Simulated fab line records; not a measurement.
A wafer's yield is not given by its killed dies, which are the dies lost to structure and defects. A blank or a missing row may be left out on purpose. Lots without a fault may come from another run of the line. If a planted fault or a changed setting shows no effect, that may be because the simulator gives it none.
fab line records | flow sky130
record lots=13 wafers=39 last-day=50
route steps=708 shown FIELD_ISO@1 PWDE@54 PAD_OPEN@708
lots that met no fault: taken from a fault-free run of the same line
start-h: hours from the record's opening day to when the first of the lot's shown wafers began | wait-h: hours from the lot's prior step to this one | " unchanged from the row above | L1.1+2: one row covering several wafers at once | - either no value or no given start | * or withheld: withheld | < > ~ a bound
route shown NAME@n: names a module that has steps shown in the file, with the first one's number in the route | usual: mean/standard deviation of fault-free wafers | same: alike in all rows | chamber/n: place in a boat | sites: each site's reading | _std_site: the standard deviation of these | _edge_site: mean of outer sites minus mean of inner sites | radius-mm: how far each site lies from the wafer's centre | mask NAME#n: copy n | behind: the last tool/chamber to shape the wafer | hold: why the lot was held/for how many hours/how that ended | device: which transistor (n, p or np) failed to switch | end of line: the same wafers' tests at the end of the route | a step without rows: its recipe alone | killed: not the wafer's yield, but the dies lost to structure and defects at the first sort | map: the dies of a wafer, with x for killed, . for not killed, _ for no die there
set.NAME: the setting as run; set.NAME@STEP: as run at that earlier step | model.NAME: the simulator's own value behind a step, which no gauge read
steps of the route over a sample of lots; a table a step, a row a wafer
services: from which hour (start-h, from the record's first day; less than 0 if before it) a tool's chamber was out of use, for how many hours, and why
## steps
# step SKY_FIELD_ISO_BOW_MEAS_00
# recipe mode=bow
# usual INCOMING_BOW=-1/6.3
# columns lot.wafer tool chamber start-h wait-h INCOMING_BOW[um]
L959.1 film-metro-04 - 10.00 - -8
L959.3 " - " " 9
L959.5 " - " " 0
L961.2 film-metro-03 - 20.02 - 6
L961.3 " - " " -13
L961.4 " - " " -7
L965.2 film-metro-01 - 40.02 - 0
L965.3 " - " " 2
L965.4 " - " " 6
L966.2 film-metro-01 - 45.02 - -8
L966.3 " - " " 7
L966.6 " - " " 4
L968.2 film-metro-04 - 55.02 - 5
L968.3 " - " " -4
L968.5 " - " " -4
L969.3 film-metro-01 - 60.04 - -2
L969.5 " - " " -1
L969.6 " - " " -6
L970.1 film-metro-04 - 65.00 - -5
L970.4 " - " " -2
L970.6 " - " " 5
L971.1 film-metro-03 - 70.00 - 3
L971.2 " - " " 9
L971.6 " - " " -24
L973.2 film-metro-03 - 80.02 - 5
L973.4 " - " " 12
L973.6 " - " " 0
L978.3 film-metro-01 - 105.04 - -1
L978.4 " - " " -7
L978.5 " - " " -7
L979.1 film-metro-01 - 110.15 - 8
L979.2 " - " " -2
L979.6 " - " " -2
L980.1 film-metro-01 - 115.00 - -11
L980.2 " - " " -4
L980.4 " - " " -3
L982.1 film-metro-01 - 125.00 - -2
L982.2 " - " " -12
L982.5 " - " " 8
# step SKY_FIELD_ISO_ETCH_15
# recipe chemistry=CHF3/O2 target-depth-nm=180 stop-on=Si source-w=600 bias-w=200 pressure-mtorr=40 chf3-flow-sccm=50 O2_flow_sccm=5 time-s=72
# usual drypump-motor-current-A=5.7/0.44 oes-product-au=0.947/0.0076 rf-fwd-power-W=594.8/2.4 throttle-valve-pct=8.844/0.0086
# same time-s=72
# columns lot.wafer tool chamber start-h wait-h drypump-motor-current-A oes-product-au rf-fwd-power-W rf-hours-counter-h throttle-valve-pct
L959.1 rie-diel-01 2 29.78 0.0 6.0 0.952 596.9 149 8.849
L959.3 " 3 " " 6.2 0.955 597.2 165 8.840
L959.5 " 3 " " 6.3 0.949 598.1 - 8.835
L961.2 rie-diel-04 1 40.88 0.0 5.0 0.943 595.8 108 8.851
L961.3 " 0 " " 5.2 0.950 590.9 23 8.839
L961.4 " 2 " " 6.4 0.951 594.4 - 8.822
L965.2 rie-diel-01 2 61.33 0.0 6.0 0.939 595.7 149 8.850
L965.3 " 0 " " 5.6 0.939 592.7 143 8.833
L965.4 " 1 " " 6.0 0.933 594.6 31 8.835
L966.2 rie-diel-04 0 64.16 0.0 5.2 0.950 588.7 24 8.842
L966.3 " 2 " " 6.3 0.948 592.6 1 8.837
L966.6 " 3 " " 5.6 0.943 591.8 - 8.833
L968.2 rie-diel-04 0 76.89 0.0 5.2 0.950 590.5 24 8.844
L968.3 " 2 " " 6.3 0.953 592.3 1 8.847
L968.5 " 2 " " 6.4 0.954 592.4 - 8.862
L970.1 rie-diel-01 0 86.01 0.0 5.6 0.960 594.8 143 8.851
L970.4 " 1 " " 6.0 0.952 599.0 31 8.865
L970.6 " 1 " " 6.0 0.950 595.4 - 8.845
L969.3 rie-diel-04 2 88.23 0.0 6.3 0.937 498.1 1 8.839
L969.5 " 3 " " 5.6 0.946 496.7 - 8.850
L969.6 " 0 " " 5.2 0.942 499.0 - 8.839
L971.1 rie-diel-04 3 92.61 0.0 5.6 0.959 499.0 1 8.839
L971.2 " 2 " " 6.4 0.953 498.1 1 8.850
L971.6 " 1 " " 5.0 0.956 497.3 - 8.846
L973.2 rie-diel-04 3 103.48 0.0 5.6 0.941 493.5 1 8.862
L973.4 " 0 " " 5.2 0.935 497.3 25 8.848
L973.6 " 1 " " 5.0 0.946 501.2 - 8.856
L978.3 rie-diel-02 1 131.53 0.0 5.5 0.956 598.7 136 8.850
L978.4 " 0 " " 5.7 0.951 597.6 127 8.860
L978.5 " 3 " " 5.0 0.939 596.1 - 8.845
L979.1 rie-diel-02 2 135.88 0.0 5.8 0.958 593.9 73 8.840
L979.2 " 3 " " 5.0 0.942 597.5 30 8.848
L979.6 " 0 " " 5.7 0.949 596.8 - 8.853
L980.1 rie-diel-01 0 137.83 0.0 5.6 0.937 593.0 144 8.844
L980.2 " 1 " " 6.0 0.952 595.3 32 8.830
L980.4 " 2 " " 6.0 0.952 593.3 151 8.852
L982.1 rie-diel-01 3 147.36 0.0 6.3 0.946 595.8 1 8.854
L982.2 " 2 " " 6.0 0.945 595.8 151 8.841
L982.5 " 1 " " 6.0 0.940 593.8 - 8.841
# step SKY_FIELD_ISO_THK_MEAS_25
# recipe reads=SiO2_of_FIELD_ISO_CVD_24
# usual FIELD_ISO_CVD_24_THK=593/6.6
# columns lot.wafer tool chamber start-h wait-h FIELD_ISO_CVD_24_THK[nm]
L959.1 film-metro-03 - 32.66 0.0 594
L959.3 " - " " 590
L959.5 " - " " 588
L961.2 film-metro-04 - 43.60 0.0 586
L961.3 " - " " 594
L961.4 " - " " 586
L965.2 film-metro-01 - 70.69 0.0 598
L965.3 " - " " 584
L965.4 " - " " 593
L966.2 film-metro-03 - 70.76 0.0 592
L966.3 " - " " 586
L966.6 " - " " 592
L968.2 film-metro-04 - 81.28 0.0 604
L968.3 " - " " 599
L968.5 " - " " 598
L969.3 film-metro-04 - 92.67 0.1 594
L969.5 " - " " 592
L969.6 " - " " 599
L970.1 film-metro-01 - 92.69 0.1 590
L970.4 " - " " 585
L970.6 " - " " 589
L971.1 film-metro-04 - 99.48 0.0 599
L971.2 " - " " 607
L971.6 " - " " 610
L973.2 film-metro-03 - 111.52 0.0 589
L973.4 " - " " 592
L973.6 " - " " 584
L978.3 film-metro-01 - 134.40 0.1 606
L978.4 " - " " 592
L978.5 " - " " 600
L979.1 film-metro-01 - 140.03 0.0 601
L979.2 " - " " 588
L979.6 " - " " 604
L980.1 film-metro-01 - 140.09 0.1 575
L980.2 " - " " 596
L980.4 " - " " 585
L982.1 film-metro-03 - 149.63 0.0 585
L982.2 " - " " 598
L982.5 " - " " 597
# step SKY_PWDE_STRIP_09
# recipe chemistry=O2/N2 power-w=1400 pressure-mtorr=1500 platen-temp-c=withheld o2-flow-sccm=3000 n2-flow-sccm=300 overash-fraction=0.5
# usual drypump-motor-current-A=6.05/0.25 oes-product-au=0.723/0.005 strip-time-to-endpoint-s=36.92/0.097
# columns lot.wafer tool chamber start-h wait-h drypump-motor-current-A oes-product-au rf-hours-counter-h strip-time-to-endpoint-s
L959.1 plasma-asher-01 0 67.60 0.1 6.15 0.723 26 36.88
L959.3 " 1 " " 6.12 0.720 - 36.91
L959.5 " 1 " " 6.13 0.722 - 36.93
L961.2 plasma-asher-01 1 79.55 0.1 6.13 0.721 28 37.01
L961.3 " 1 " " 6.11 0.731 - 36.95
L961.4 " 0 " " 6.15 0.720 - 36.98
L965.2 plasma-asher-02 0 111.90 0.1 5.95 0.718 43 37.03
L965.3 " 0 " " 5.94 0.725 - 36.80
L965.4 " 1 " " 5.56 0.715 - 37.03
L966.2 plasma-asher-01 1 111.96 0.1 6.06 0.716 31 36.90
L966.3 " 1 " " 6.13 0.731 - 36.98
L966.6 " 0 " " 6.15 0.721 - 37.01
L968.2 plasma-asher-03 0 128.25 0.1 6.49 0.717 1 36.92
L968.3 " 1 " " 5.81 0.726 - 36.88
L968.5 " 1 " " 5.80 0.716 - 36.98
L970.1 plasma-asher-03 0 138.41 0.1 6.46 0.723 2 36.87
L970.4 " 1 " " 5.81 0.723 - 36.86
L970.6 " 1 " " 5.78 0.719 - 37.00
L969.3 plasma-asher-01 1 138.93 0.1 6.14 0.715 - 36.96
L969.5 " 0 " " 6.17 0.722 - 36.90
L969.6 " 1 " " 6.10 0.724 - 36.93
L971.1 plasma-asher-01 1 151.40 0.1 6.06 0.711 35 36.90
L971.2 " 0 " " 6.16 0.720 35 36.93
L971.6 " 1 " " 6.07 0.730 - 36.95
L973.2 plasma-asher-01 1 156.75 0.1 6.12 0.725 35 36.93
L973.4 " 0 " " 6.15 0.724 - 37.00
L973.6 " 1 " " 6.08 0.729 - 36.88
L978.3 plasma-asher-03 0 177.83 0.1 6.45 0.727 - 36.97
L978.4 " 1 " " 5.80 0.727 - 36.85
L978.5 " 0 " " 6.45 0.718 - 36.85
L979.1 plasma-asher-02 0 183.41 0.1 5.92 0.725 49 36.72
L979.2 " 1 " " 5.52 0.724 49 36.86
L979.6 " 1 " " 5.54 0.724 - 36.75
L980.1 plasma-asher-03 1 184.56 0.1 5.79 0.719 6 36.85
L980.2 " 0 " " 6.46 0.725 6 36.82
L980.4 " 1 " " 5.80 0.723 - 36.71
L982.1 plasma-asher-01 1 196.85 0.1 6.13 0.726 39 36.70
L982.2 " 0 " " 6.14 0.726 39 36.84
L982.5 " 0 " " 6.16 0.734 - 36.82
# step SKY_PAD_OPEN_PROBE_99
# usual killed_at_M0_to_M3=44/7.3 killed_at_M4_up=3.1/1.9 killed-at-contacts=24/5.3 killed-at-front-end=15/4 killed-at-other=0.4/0.6 killed-dies=86/9.2 killed-open=47/6.9 killed-short=39/6.9
# same gross-dies=492 killed-at-back-side=0
# columns lot.wafer tool chamber start-h wait-h killed_at_M0_to_M3 killed_at_M4_up killed-at-contacts killed-at-front-end killed-at-other killed-dies killed-open killed-short
L959.1 prober-02 - 1067.73 0.1 43 6 27 16 2 94 44 49
L959.3 prober-02 - 1067.83 0.2 61 4 22 14 0 101 53 48
L959.5 prober-02 - 1067.93 0.2 50 3 17 18 0 88 44 44
L961.2 prober-02 - 1082.34 0.1 41 2 24 15 0 82 44 38
L961.3 prober-02 - 1082.39 0.2 40 6 20 18 0 84 41 43
L961.4 prober-02 - 1082.44 0.2 48 2 20 12 1 83 47 36
L965.2 prober-02 - 1115.81 0.1 39 6 27 11 1 84 50 34
L965.3 prober-02 - 1115.86 0.2 47 3 18 11 0 79 40 39
L965.4 prober-02 - 1115.91 0.2 47 6 25 19 0 97 51 46
L966.2 prober-01 - 1116.21 0.1 48 3 18 15 0 84 39 45
L966.3 prober-01 - 1116.26 0.2 38 3 19 15 0 75 30 45
L966.6 prober-01 - 1116.41 0.2 53 0 21 11 0 85 42 43
L968.2 prober-01 - 1133.25 0.1 53 2 28 23 0 106 53 53
L968.3 prober-01 - 1133.30 0.2 43 2 28 15 0 88 54 34
L968.5 prober-01 - 1133.40 0.2 56 3 29 15 1 104 46 58
L970.1 prober-02 - 1143.64 0.1 50 6 22 21 1 100 55 45
L970.4 prober-02 - 1143.79 0.2 63 2 19 21 1 106 59 46
L970.6 prober-02 - 1143.89 0.2 59 1 15 11 0 86 45 41
L969.3 prober-01 - 1146.79 0.2 59 2 23 14 0 98 50 48
L969.5 prober-01 - 1146.89 0.2 51 6 21 12 0 90 37 53
L969.6 prober-01 - 1146.94 0.2 35 3 23 19 0 80 48 32
L971.1 prober-01 - 1154.72 0.1 45 2 20 13 0 80 46 34
L971.2 prober-01 - 1154.77 0.1 44 5 26 14 0 89 51 37
L971.6 prober-01 - 1154.97 0.2 40 1 21 16 1 79 36 43
L973.2 prober-02 - 1161.04 0.1 39 1 24 18 1 83 41 40
L973.4 prober-02 - 1161.14 0.2 48 6 31 12 1 98 49 48
L973.6 prober-02 - 1161.24 0.2 44 2 20 15 1 82 41 40
L978.3 prober-02 - 1178.19 0.2 50 3 16 14 0 83 47 35
L978.4 prober-02 - 1178.24 0.2 37 2 19 11 0 69 33 36
L978.5 prober-02 - 1178.29 0.2 46 3 26 6 0 81 58 22
L979.1 prober-02 - 1186.10 0.1 36 1 34 20 0 91 49 41
L979.2 prober-02 - 1186.15 0.1 39 3 22 20 0 84 46 38
L979.6 prober-02 - 1186.35 0.2 37 4 32 16 0 89 56 33
L980.1 prober-01 - 1188.79 0.1 37 4 24 6 0 71 36 34
L980.2 prober-01 - 1188.84 0.1 44 3 29 14 0 90 46 41
L980.4 prober-01 - 1188.94 0.2 44 5 26 14 1 90 46 43
L982.1 prober-01 - 1195.06 0.1 39 5 27 14 1 86 49 36
L982.2 prober-01 - 1195.11 0.1 42 5 29 13 1 90 54 33
L982.5 prober-01 - 1195.26 0.2 57 2 24 21 0 104 54 49
# killed by level:class
L959.1 LI_CONTACT:geometric-particle:open=8 FIELD_ISO:geometric-particle:open=7 VIA2:geometric-particle:open=7 CONTACT:geometric-particle:open=6 CONTACT:geometric-particle:short=6 VIA3:geometric-particle:short=6 METAL1:geometric-particle:short=5 VIA1:geometric-particle:open=5
L959.3 VIA1:geometric-particle:open=14 METAL2:geometric-particle:short=9 CONTACT:geometric-particle:open=8 VIA2:geometric-particle:open=7 METAL3:geometric-particle:short=7 LI_CONTACT:geometric-particle:open=6 VIA2:geometric-particle:short=6 VIA3:geometric-particle:open=5
L959.5 VIA1:geometric-particle:open=9 VIA2:geometric-particle:open=9 VIA1:geometric-particle:short=8 CONTACT:geometric-particle:short=6 METAL1:geometric-particle:short=6 LI_CONTACT:geometric-particle:open=5 VIA3:geometric-particle:open=5 FIELD_ISO:geometric-particle:short=4
L961.2 CONTACT:geometric-particle:open=8 VIA1:geometric-particle:open=7 LI_CONTACT:geometric-particle:open=6 VIA1:geometric-particle:short=6 FIELD_ISO:geometric-particle:open=5 CONTACT:geometric-particle:short=5 VIA3:geometric-particle:open=5 METAL3:geometric-particle:short=4
L961.3 VIA2:geometric-particle:open=9 VIA3:geometric-particle:open=7 CONTACT:geometric-particle:short=7 VIA1:geometric-particle:open=6 METAL2:geometric-particle:short=6 METAL4:geometric-particle:short=6 FIELD_ISO:geometric-particle:short=5 LOCAL_INTERCONNECT:geometric-particle:short=4
L961.4 VIA1:geometric-particle:open=11 CONTACT:geometric-particle:open=9 VIA3:geometric-particle:open=8 METAL1:geometric-particle:short=7 VIA2:geometric-particle:open=7 FIELD_ISO:geometric-particle:open=5 LI_CONTACT:geometric-particle:open=5 METAL2:geometric-particle:short=5
L965.2 CONTACT:geometric-particle:open=13 VIA1:geometric-particle:open=8 VIA3:geometric-particle:open=7 VIA2:geometric-particle:open=7 VIA2:geometric-particle:short=5 METAL2:geometric-particle:short=5 LI_CONTACT:geometric-particle:open=4 LOCAL_INTERCONNECT:geometric-particle:short=4
L965.3 VIA1:geometric-particle:open=9 CONTACT:geometric-particle:open=8 METAL2:geometric-particle:short=8 METAL1:geometric-particle:short=6 VIA3:geometric-particle:open=5 LI_CONTACT:geometric-particle:open=4 VIA2:geometric-particle:short=4 POLY_GATE:geometric-particle:open=3
L965.4 CONTACT:geometric-particle:open=15 METAL2:geometric-particle:short=9 VIA2:geometric-particle:open=9 VIA1:geometric-particle:open=6 METAL1:geometric-particle:short=6 FIELD_ISO:geometric-particle:short=5 VIA1:geometric-particle:short=5 POLY_GATE:geometric-particle:short=4
L966.2 VIA3:geometric-particle:open=11 METAL1:geometric-particle:short=6 VIA1:geometric-particle:short=6 LOCAL_INTERCONNECT:geometric-particle:short=5 VIA1:geometric-particle:open=5 FIELD_ISO:geometric-particle:short=4 POLY_GATE:geometric-particle:short=4 CONTACT:geometric-particle:open=4
L966.3 LI_CONTACT:geometric-particle:open=8 POLY_GATE:geometric-particle:short=7 VIA2:geometric-particle:open=7 METAL2:geometric-particle:short=6 LOCAL_INTERCONNECT:geometric-particle:short=5 CONTACT:geometric-particle:short=5 VIA1:geometric-particle:short=5 VIA2:geometric-particle:short=5
L966.6 VIA1:geometric-particle:open=12 METAL1:geometric-particle:short=11 LI_CONTACT:geometric-particle:open=8 CONTACT:geometric-particle:open=7 METAL2:geometric-particle:short=7 VIA3:geometric-particle:short=6 VIA2:geometric-particle:open=5 SPACER:geometric-particle:short=4
L968.2 VIA1:geometric-particle:open=9 METAL1:geometric-particle:short=9 CONTACT:geometric-particle:open=9 VIA2:geometric-particle:open=9 FIELD_ISO:geometric-particle:short=7 VIA3:geometric-particle:open=7 LI_CONTACT:geometric-particle:open=6 CONTACT:geometric-particle:short=6
L968.3 CONTACT:geometric-particle:open=14 VIA1:geometric-particle:open=11 VIA2:geometric-particle:open=8 POLY_GATE:geometric-particle:open=6 METAL1:geometric-particle:short=6 VIA3:geometric-particle:open=6 LI_CONTACT:geometric-particle:open=5 CONTACT:geometric-particle:short=4
L968.5 METAL1:geometric-particle:short=13 CONTACT:geometric-particle:open=11 VIA1:geometric-particle:open=9 VIA3:geometric-particle:open=8 LI_CONTACT:geometric-particle:open=7 METAL3:geometric-particle:short=7 LOCAL_INTERCONNECT:geometric-particle:short=6 FIELD_ISO:geometric-particle:short=5
L970.1 VIA1:geometric-particle:open=10 CONTACT:geometric-particle:open=8 VIA3:geometric-particle:open=8 VIA2:geometric-particle:open=8 METAL1:geometric-particle:short=7 FIELD_ISO:geometric-particle:short=6 LI_CONTACT:geometric-particle:open=5 POLY_GATE:geometric-particle:short=4
L970.4 VIA1:geometric-particle:open=16 METAL1:geometric-particle:short=9 VIA3:geometric-particle:open=9 LI_CONTACT:geometric-particle:open=7 VIA2:geometric-particle:open=7 FIELD_ISO:geometric-particle:open=6 METAL2:geometric-particle:short=6 VIA1:geometric-particle:short=5
L970.6 VIA1:geometric-particle:open=14 VIA1:geometric-particle:short=8 VIA2:geometric-particle:open=8 METAL1:geometric-particle:short=7 VIA3:geometric-particle:open=7 LOCAL_INTERCONNECT:geometric-particle:short=4 CONTACT:geometric-particle:open=4 METAL2:geometric-particle:short=4
L969.3 METAL2:geometric-particle:short=13 VIA1:geometric-particle:open=12 VIA1:geometric-particle:short=8 CONTACT:geometric-particle:open=7 LI_CONTACT:geometric-particle:open=6 VIA3:geometric-particle:open=6 FIELD_ISO:geometric-particle:open=5 VIA2:geometric-particle:open=5
L969.5 METAL1:geometric-particle:short=8 CONTACT:geometric-particle:short=6 CONTACT:geometric-particle:open=6 VIA1:geometric-particle:short=6 METAL2:geometric-particle:short=6 METAL4:geometric-particle:short=6 VIA3:geometric-particle:open=5 LI_CONTACT:geometric-particle:open=5
L969.6 CONTACT:geometric-particle:open=8 VIA1:geometric-particle:open=8 POLY_GATE:geometric-particle:open=6 LI_CONTACT:geometric-particle:open=6 METAL2:geometric-particle:short=6 VIA3:geometric-particle:open=6 FIELD_ISO:geometric-particle:short=5 VIA1:geometric-particle:short=5
L971.1 VIA1:geometric-particle:open=9 VIA3:geometric-particle:open=8 CONTACT:geometric-particle:open=6 LI_CONTACT:geometric-particle:open=6 METAL2:geometric-particle:short=6 VIA2:geometric-particle:open=6 POLY_GATE:geometric-particle:short=5 CONTACT:geometric-particle:short=4
L971.2 CONTACT:geometric-particle:open=10 VIA2:geometric-particle:open=10 VIA1:geometric-particle:open=9 LI_CONTACT:geometric-particle:open=6 CONTACT:geometric-particle:short=6 FIELD_ISO:geometric-particle:open=5 METAL1:geometric-particle:short=5 METAL2:geometric-particle:short=5
L971.6 CONTACT:geometric-particle:open=9 CONTACT:geometric-particle:short=7 VIA1:geometric-particle:open=7 METAL1:geometric-particle:short=7 VIA1:geometric-particle:short=5 VIA3:geometric-particle:open=5 VIA3:geometric-particle:short=4 METAL2:geometric-particle:short=4
L973.2 VIA1:geometric-particle:open=10 CONTACT:geometric-particle:open=9 FIELD_ISO:geometric-particle:open=5 LI_CONTACT:geometric-particle:open=5 LOCAL_INTERCONNECT:geometric-particle:short=5 VIA2:geometric-particle:short=5 VIA2:geometric-particle:open=5 VIA3:geometric-particle:short=4
L973.4 VIA1:geometric-particle:open=15 CONTACT:geometric-particle:open=10 LOCAL_INTERCONNECT:geometric-particle:short=9 METAL1:geometric-particle:short=7 FIELD_ISO:geometric-particle:short=6 LI_CONTACT:geometric-particle:open=6 VIA2:geometric-particle:open=6 VIA1:geometric-particle:short=5
L973.6 VIA1:geometric-particle:open=8 LI_CONTACT:geometric-particle:open=7 VIA2:geometric-particle:open=7 CONTACT:geometric-particle:open=6 METAL1:geometric-particle:short=6 FIELD_ISO:geometric-particle:short=5 VIA3:geometric-particle:short=5 POLY_GATE:geometric-particle:short=4
L978.3 VIA2:geometric-particle:open=10 METAL2:geometric-particle:short=8 VIA3:geometric-particle:open=8 CONTACT:geometric-particle:open=7 VIA1:geometric-particle:open=6 VIA2:geometric-particle:short=5 METAL1:geometric-particle:short=5 FIELD_ISO:geometric-particle:open=3
L978.4 METAL2:geometric-particle:short=7 VIA1:geometric-particle:open=6 CONTACT:geometric-particle:open=5 POLY_GATE:geometric-particle:open=4 CONTACT:geometric-particle:short=4 METAL1:geometric-particle:short=4 POLY_GATE:geometric-particle:short=3 LI_CONTACT:geometric-particle:open=3
L978.5 VIA1:geometric-particle:open=14 VIA3:geometric-particle:open=13 CONTACT:geometric-particle:open=12 VIA2:geometric-particle:open=8 LI_CONTACT:geometric-particle:open=5 LOCAL_INTERCONNECT:geometric-particle:short=4 VIA1:geometric-particle:short=4 VIA2:geometric-particle:short=3
L979.1 CONTACT:geometric-particle:open=15 LI_CONTACT:geometric-particle:open=7 VIA1:geometric-particle:open=7 VIA3:geometric-particle:open=7 FIELD_ISO:geometric-particle:open=6 POLY_GATE:geometric-particle:short=6 VIA1:geometric-particle:short=6 LOCAL_INTERCONNECT:geometric-particle:short=4
L979.2 CONTACT:geometric-particle:open=9 VIA1:geometric-particle:open=9 POLY_GATE:geometric-particle:open=8 METAL1:geometric-particle:short=7 POLY_GATE:geometric-particle:short=4 VIA1:geometric-particle:short=4 LOCAL_INTERCONNECT:geometric-particle:short=4 LI_CONTACT:geometric-particle:open=4
L979.6 CONTACT:geometric-particle:open=17 LI_CONTACT:geometric-particle:open=8 METAL1:geometric-particle:short=6 VIA1:geometric-particle:short=6 VIA2:geometric-particle:open=6 VIA1:geometric-particle:open=5 METAL2:geometric-particle:short=5 FIELD_ISO:geometric-particle:open=4
L980.1 VIA1:geometric-particle:open=11 LOCAL_INTERCONNECT:geometric-particle:short=8 VIA1:geometric-particle:short=6 VIA2:geometric-particle:open=6 CONTACT:geometric-particle:short=5 LI_CONTACT:geometric-particle:open=4 CONTACT:geometric-particle:open=4 VIA3:geometric-particle:open=4
L980.2 CONTACT:geometric-particle:open=11 VIA1:geometric-particle:open=10 VIA1:geometric-particle:short=7 LI_CONTACT:geometric-particle:open=6 METAL1:geometric-particle:short=5 VIA3:geometric-particle:open=5 FIELD_ISO:geometric-particle:short=4 FIELD_ISO:geometric-particle:open=4
L980.4 LI_CONTACT:geometric-particle:open=12 VIA3:geometric-particle:open=8 METAL1:geometric-particle:short=6 VIA2:geometric-particle:open=6 METAL2:geometric-particle:short=5 VIA1:geometric-particle:open=5 METAL4:geometric-particle:short=5 POLY_GATE:geometric-particle:open=4
L982.1 CONTACT:geometric-particle:open=13 VIA1:geometric-particle:open=12 VIA2:geometric-particle:open=8 FIELD_ISO:geometric-particle:open=5 METAL4:geometric-particle:short=5 METAL1:geometric-particle:short=5 LI_CONTACT:geometric-particle:open=4 METAL3:geometric-particle:short=3
L982.2 CONTACT:geometric-particle:open=13 VIA1:geometric-particle:open=9 LI_CONTACT:geometric-particle:open=7 VIA3:geometric-particle:open=6 METAL2:geometric-particle:short=5 VIA1:geometric-particle:short=5 VIA2:geometric-particle:open=4 FIELD_ISO:geometric-particle:short=3
L982.5 METAL2:geometric-particle:short=11 CONTACT:geometric-particle:open=10 VIA1:geometric-particle:open=9 LI_CONTACT:geometric-particle:open=7 METAL1:geometric-particle:short=6 VIA2:geometric-particle:open=6 VIA1:geometric-particle:short=6 FIELD_ISO:geometric-particle:short=5
## services
# columns tool chamber start-h hours kind
rie-diel-04 1 9.44 8.1 repair
rie-diel-01 - 13.59 0.9 repair
rie-diel-04 2 17.55 - clean
rie-diel-04 2 17.55 19.5 scheduled-down
rie-diel-04 2 17.55 19.5 vent-cycle
rie-diel-01 3 21.52 3.6 repair
rie-diel-02 - 28.17 9.7 repair
plasma-asher-03 - 34.10 2.8 pm
rie-diel-04 3 37.09 - clean
rie-diel-04 3 37.09 20.3 scheduled-down
rie-diel-04 3 37.09 20.3 vent-cycle
rie-diel-01 1 39.20 2.4 repair
plasma-asher-03 - 47.26 1.8 repair
plasma-asher-03 - 49.29 1.9 repair
rie-diel-01 3 86.61 - clean
rie-diel-01 3 86.61 14.0 scheduled-down
rie-diel-01 3 104.66 2.5 repair
plasma-asher-03 - 108.75 9.0 pm
rie-diel-04 2 110.18 7.5 repair
rie-diel-01 3 124.77 4.1 repair
rie-diel-01 - 125.29 2.2 repair
rie-diel-04 0 184.91 6.0 repair
rie-diel-04 3 192.78 2.9 repair
rie-diel-02 0 195.58 15.9 repair
## key
first-sign step=SKY_FIELD_ISO_ETCH_15 reading=rf-fwd-power-W direction=down sigmas=40 usual=594.8 struck=497.8
effect none on later readings
met-at SKY_FIELD_ISO_ETCH_15
struck-lots L969,L971,L973
tester-left-out L969,L971,L973
not-acting-at SKY_FIELD_ISO_BOW_MEAS_00,SKY_FIELD_ISO_THK_MEAS_25,SKY_PWDE_STRIP_09
onset-between 76.89 88.23
fault kind=process-parameter-drift tool=rie-diel-04 chamber=- onset-h=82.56 steps=SKY_FIELD_ISO_ETCH_15 channel=source-w offset=-96 shape=step end-h=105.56 acts-in=these-recipes-only stated=600
# tester-left-out: of these lots the tester's yield and bins aren't shown, on N5 and GAA mostly nor the transistor test; their killed dies are dies lost to structure and defects alone, not to doping, threshold or leakage, so they don't give the yield
